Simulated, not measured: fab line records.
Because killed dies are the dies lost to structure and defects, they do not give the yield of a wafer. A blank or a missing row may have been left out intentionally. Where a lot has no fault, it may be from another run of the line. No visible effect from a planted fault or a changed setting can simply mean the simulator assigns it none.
Struck lot and sound lot, side by side :: flow sky130 :: 17 steps out of a route of 708
Sound: wafers L329.2, L329.3, L329.6. Wafers struck: L340.2, L340.3, L340.6. The cause comes at the end.
Each step with rows lists, per side, the tool, then ch with its chambers, then its first start. Under that, the readings that differ: sound wafers :: struck wafers :: difference of the means :: sigmas: that difference in standard deviations of wafers without a fault.
alike: a reading whose means differ by less than 2 such deviations, as well as words and numbers matching on both sides. not compared: withheld readings; readings where some wafer has no value; bounds like >300 that might hide an equal value; numbers whose values overlap and for which the record gives no deviation.
A row with sigmas, a row that says differs or no value, or rows on one side alone: a step with any of these is where the two part. When numbers do not overlap yet have no deviation, they are printed without sigmas and do not part them. Lack of a reading on every wafer of one side parts them only where that side has two or more wafers.

first, 1 step without rows for these wafers: SKY_VT_ADJUST_LVTN_IMPLANT_19.
SKY_VT_ADJUST_LVTN_STRIP_20: strips in O2/N2.
  sound on plasma-asher-04 ch 0,1, day 11 08:34; struck on plasma-asher-01 ch 0,1, day 14 04:37
  alike: drypump-motor-current-A, oes-product-au, strip-time-to-endpoint-s
  not compared: rf-hours-counter-h
SKY_VT_ADJUST_LVTN_TW_MEAS_21:
  sound on film-metro-04, day 11 08:41; struck on film-metro-04, day 14 04:44
  alike: VT_ADJUST_LVTN_2_TW
then, 3 steps without rows for these wafers: SKY_VT_ADJUST_NCORE_DEHYDRATE_00 (time 60 s); SKY_VT_ADJUST_NCORE_HMDS_01 (prime time 60 s); SKY_VT_ADJUST_NCORE_COAT_02 (resist thk 1140 nm).
SKY_VT_ADJUST_NCORE_SOFTBAKE_03: time 61.41 s.
  sound on litho-track-02 ch 0, day 11 20:10; struck on litho-track-04 ch 0, day 14 17:57
  alike: exhaust-pa, plate-sensor-t-centre-C, plate-sensor-t-edge-C
then, 3 steps without rows for these wafers: SKY_VT_ADJUST_NCORE_EXPOSE_04 (exposes mask LVTN COMPLEMENT THIN, target cd 380 nm); SKY_VT_ADJUST_NCORE_PEB_05; SKY_VT_ADJUST_NCORE_DEVELOP_06 (develop time 60 s).
SKY_VT_ADJUST_NCORE_CD_MEAS_07: target cd 380 nm.
  sound on cd-sem-01, day 12 08:14; struck on cd-sem-01, day 15 06:51
reading: cd-nm (nm)
sound: 379.5 378.4 375.7
struck: 382.7 381.7 382.5
difference: +4.4
sigmas: +2
SKY_VT_ADJUST_NCORE_OVL_MEAS_08:
  sound on overlay-01, day 12 08:21; struck on overlay-01, day 15 06:58
  alike: VT_ADJUST_NCORE_OVL
SKY_VT_ADJUST_NCORE_IMPLANT_09:
  sound on implanter-04 ch 0, day 12 08:24; struck on implanter-04 ch 0, day 15 07:01
reading: dose-ions-cm2
sound: 2.3955e+12 2.3973e+12 2.3975e+12
struck: 2.1623e+12 2.1641e+12 2.1548e+12
difference: -2.3637e+11
sigmas: -82

reading: faraday-current-uA
sound: 13.26 12.98 13.31
struck: 11.65 12.43 12.46
difference: -1.00
sigmas: -3
  alike: beam-energy-keV
SKY_VT_ADJUST_NCORE_STRIP_10: strips in O2/N2.
  sound on plasma-asher-01 ch 1, day 12 08:32; struck on plasma-asher-02 ch 1, day 15 07:08
  alike: drypump-motor-current-A, oes-product-au, strip-time-to-endpoint-s
  not compared: rf-hours-counter-h
SKY_VT_ADJUST_NCORE_TW_MEAS_11:
  sound on film-metro-04, day 12 08:38; struck on film-metro-03, day 15 07:15
reading: VT_ADJUST_NCORE_TW
sound: 220.0 218.8 218.5
struck: 212.6 213.7 211.9
difference: -6.4
sigmas: -5
then, 1 step without rows for these wafers: SKY_VT_ADJUST_HVTR_DEHYDRATE_00 (time 60 s).
-- a jump in the record: the struck wafers' starts before and after are 35 days apart (it breaks off in module VT_ADJUST_HVTR and resumes in module PAD_OPEN, where the first step shown is number 708 of the route) --
SKY_PAD_OPEN_PROBE_99:
  sound on prober-01, day 48 18:31; struck on prober-01, day 50 17:35
reading: model.etest.nfet_16v.r-on-ohm-um
sound: 1.412e+04 1.416e+04 1.43e+04
struck: 1.354e+04 1.369e+04 1.38e+04
difference: -5.167e+02
sigmas: 

reading: model.etest.res-pwell-under-gate.rs-ohm-sq
sound: 2289 2297 2299
struck: 2304 2319 2315
difference: +18
sigmas: 

reading: model.etest.nfet-g5v0d10v5.r-on-ohm-um
sound: 1919 1898 1935
struck: 1843 1857 1887
difference: -55
sigmas: 

reading: model.etest.nfet_16v.drive-ua-um
sound: 220.1 219.8 216.3
struck: 228.1 223.6 222.9
difference: +6.1
sigmas: 

reading: model.etest.pfet-g5v0d10v5.off-log10-a-um
sound: -12.22 -12.27 -12.43
struck: -13.38 -13.5 -13.39
difference: -1.12
sigmas: 
  alike: killed_at_M0_to_M3, killed_at_M4_up, killed-at-contacts, killed-at-front-end, killed-at-other, killed-dies, killed-open, killed-short
  not compared: model.etest.pfet-g5v0d10v5.r-on-ohm-um, model.etest.pfet-g5v0d10v5.drive-ua-um, model.etest.pfet_16v.drive-ua-um

## WHERE THEY PART
First at SKY_VT_ADJUST_NCORE_CD_MEAS_07; last, within this record, at SKY_VT_ADJUST_NCORE_TW_MEAS_11. Later steps at which nothing parts them and some readings are alike: SKY_PAD_OPEN_PROBE_99.

WHY: what had been put in by the simulator
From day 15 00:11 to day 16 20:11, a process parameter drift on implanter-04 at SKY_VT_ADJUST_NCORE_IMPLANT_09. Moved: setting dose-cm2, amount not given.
